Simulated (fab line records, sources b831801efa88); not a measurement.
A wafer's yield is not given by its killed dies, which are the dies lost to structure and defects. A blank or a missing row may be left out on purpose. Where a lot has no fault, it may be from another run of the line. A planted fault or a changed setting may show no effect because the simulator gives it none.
What tool caused it?    flow gf180mcu    30 wafers from 10 lots sampled at 5 of the route's 602 steps

WHAT THE GAUGES READ, wafer by wafer
GF_V5_RS_MEAS_24: measurement is done with a four-point probe. Usual: for V5_W_RS the level is 0.327 ohm/sq and the standard deviation is 0.0051.
lot   measured      on            V5_W_RS (ohm/sq)   flag
L191  day 27 05:23  filmMetro-04  0.320 0.330 0.329  
L192  day 27 14:07  filmMetro-04  0.326 0.326 0.324  
L193  day 28 00:14  filmMetro-04  0.326 0.328 0.332  
L194  day 28 08:22  filmMetro-04  0.325 0.323 0.327  
L197  day 29 06:44  filmMetro-02  0.331 0.336 0.329  
L202  day 30 21:05  filmMetro-02  0.595 0.626 0.601  OFF
L203  day 31 02:52  filmMetro-04  0.329 0.330 0.329  
L204  day 31 05:11  filmMetro-02  0.604 0.610 0.638  OFF
L211  day 33 02:03  filmMetro-03  0.337 0.328 0.335  
L213  day 33 11:53  filmMetro-02  0.325 0.326 0.329  

GF_V5_THK_MEAS_25: measures by xrf. Usual: for V5_W_THK the level is 341 nm and the standard deviation is 5.8.
lot   measured      on            V5_W_THK (nm)  flag
L191  day 27 05:29  filmMetro-04  351 339 341    
L192  day 27 14:14  filmMetro-04  343 344 346    
L193  day 28 00:21  filmMetro-04  341 338 335    
L194  day 28 08:28  filmMetro-04  342 346 338    
L197  day 29 06:51  filmMetro-02  339 334 340    
L202  day 30 21:13  filmMetro-02  189 180 188    OFF
L203  day 31 02:59  filmMetro-04  337 339 339    
L204  day 31 05:17  filmMetro-02  186 184 176    OFF
L211  day 33 02:10  filmMetro-03  337 345 339    
L213  day 33 12:00  filmMetro-02  341 340 338    

WHICH TOOL RAN EACH LOT (tool, then ch and the chambers of the sampled wafers, then the start)
lot   GF_MIM_SPUTTER_08            GF_V5_STRIP_18                       GF_V5_CVD_23
L191  pvdSputter-04, day 24 12:02  plasmaAsher-02 ch 0,1, day 27 04:38  cvdW-02 ch 0,1, day 27 05:16
L192  pvdSputter-04, day 24 20:58  plasmaAsher-03 ch 0,1, day 27 13:16  cvdW-01 ch 1, day 27 13:54
L193  pvdSputter-04, day 25 06:23  plasmaAsher-03 ch 0,1, day 27 23:26  cvdW-02 ch 0,1, day 28 00:07
L194  pvdSputter-04, day 25 15:22  plasmaAsher-02 ch 0,1, day 28 07:35  cvdW-02 ch 0,1, day 28 08:14
L197  pvdSputter-04, day 26 17:05  plasmaAsher-03 ch 0, day 29 05:52    cvdW-01 ch 1, day 29 06:32
L202  pvdSputter-02, day 28 09:53  plasmaAsher-03 ch 0,1, day 30 20:17  cvdW-01 ch 0,1, day 30 20:58
L203  pvdSputter-02, day 28 15:11  plasmaAsher-04 ch 0,1, day 31 02:06  cvdW-02 ch 0, day 31 02:44
L204  pvdSputter-04, day 28 18:44  plasmaAsher-02 ch 0,1, day 31 04:26  cvdW-01 ch 0,1, day 31 05:05
L211  pvdSputter-02, day 30 19:45  plasmaAsher-04 ch 0,1, day 33 01:16  cvdW-02 ch 0,1, day 33 01:55
L213  pvdSputter-04, day 31 06:40  plasmaAsher-03 ch 0,1, day 33 11:07  cvdW-02 ch 1, day 33 11:46
- GF_MIM_SPUTTER_08: material AlCu, target thk 200 nm, time 10.6 s.
- GF_V5_STRIP_18: strips in O2/N2.
- GF_V5_CVD_23: deposits W, target thk 350 nm, time 104.9 s.

AS READ BY THE TOOLS THEMSELVES (means over the sampled wafers that have a number; for cases with no such wafer, the mark the record gives instead)
GF_MIM_SPUTTER_08. Usual: chamberPressurePa 0.4001 Pa, standard deviation 0.00073; throttleValvePct 29.8 %, standard deviation 1.1.
lot   tool           chamberPressurePa (Pa)  throttleValvePct (%)  flag
L191  pvdSputter-04  0.3999                  29.7                  
L192  pvdSputter-04  0.4001                  30.1                  
L193  pvdSputter-04  0.4003                  29.4                  
L194  pvdSputter-04  0.3998                  30.2                  
L197  pvdSputter-04  0.4008                  30.7                  
L202  pvdSputter-02  0.4000                  29.6                  
L203  pvdSputter-02  0.4006                  28.8                  
L204  pvdSputter-04  0.4000                  29.6                  
L211  pvdSputter-02  0.4000                  29.5                  
L213  pvdSputter-04  0.4001                  30.6                  

GF_V5_STRIP_18. Usual: drypumpMotorCurrentA 5.59 A, standard deviation 0.25; heaterPowerW 327 W, standard deviation 18; oesProductAu 0.569 a.u., standard deviation 0.0053.
lot   tool            drypumpMotorCurrentA (A)  heaterPowerW (W)  oesProductAu (a.u.)  flag
L191  plasmaAsher-02  5.91                      325               0.574                
L192  plasmaAsher-03  5.48                      323               0.574                
L193  plasmaAsher-03  5.49                      326               0.568                
L194  plasmaAsher-02  5.90                      324               0.565                
L197  plasmaAsher-03  5.77                      330               0.566                
L202  plasmaAsher-03  5.62                      324               0.568                
L203  plasmaAsher-04  5.36                      353               0.568                
L204  plasmaAsher-02  5.75                      330               0.573                
L211  plasmaAsher-04  5.48                      334               0.567                
L213  plasmaAsher-03  5.64                      316               0.563                

GF_V5_CVD_23. Usual: heaterPowerOuterW 489 W, standard deviation 66; heaterPowerW 814 W, standard deviation 73.
lot   tool     heaterPowerOuterW (W)  heaterPowerW (W)  flag
L191  cvdW-02  429                    762               
L192  cvdW-01  578                    925               
L193  cvdW-02  447                    771               
L194  cvdW-02  455                    761               
L197  cvdW-01  580                    926               
L202  cvdW-01  542                    867               
L203  cvdW-02  411                    769               
L204  cvdW-01  555                    856               
L211  cvdW-02  437                    769               
L213  cvdW-02  490                    773               

THE ANSWER, worked out from the rows above alone
Rule: a lot is off if the mean of its wafers that have a number lies more than 3 standard deviations from the usual mean. A lot without any number at a reading at which 4 lots or more have one is off too. Where the step has rows for the other lots, those lots are counted as sound. The gauges are gone through in route order, then the tools' own readings, and for those a lot's mean is taken as printed above. The first step at which some lot is off is used, and at that step the reading that is off furthest; a lot without a number counts as furthest.
Off: L202, L204, seen at GF_V5_RS_MEAS_24 (V5_W_RS).
If a tool, at a process step before that reading, ran all the lots that are off and no sound lot after the first of them, it fits. Those tools and the gauges at GF_V5_RS_MEAS_24 are tried in the same way. One fits: cvdW-01 at GF_V5_CVD_23. A fault onset in the window from L197 (day 29 06:32, its last sound lot) to L202 (day 30 20:58, its first lot off) fits.

WHAT THE SIMULATOR PUT IN
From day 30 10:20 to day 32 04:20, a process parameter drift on cvdW-01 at GF_V5_CVD_23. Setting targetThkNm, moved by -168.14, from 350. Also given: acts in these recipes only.
Struck lots among those shown: L202, L204. The rule above found the same.
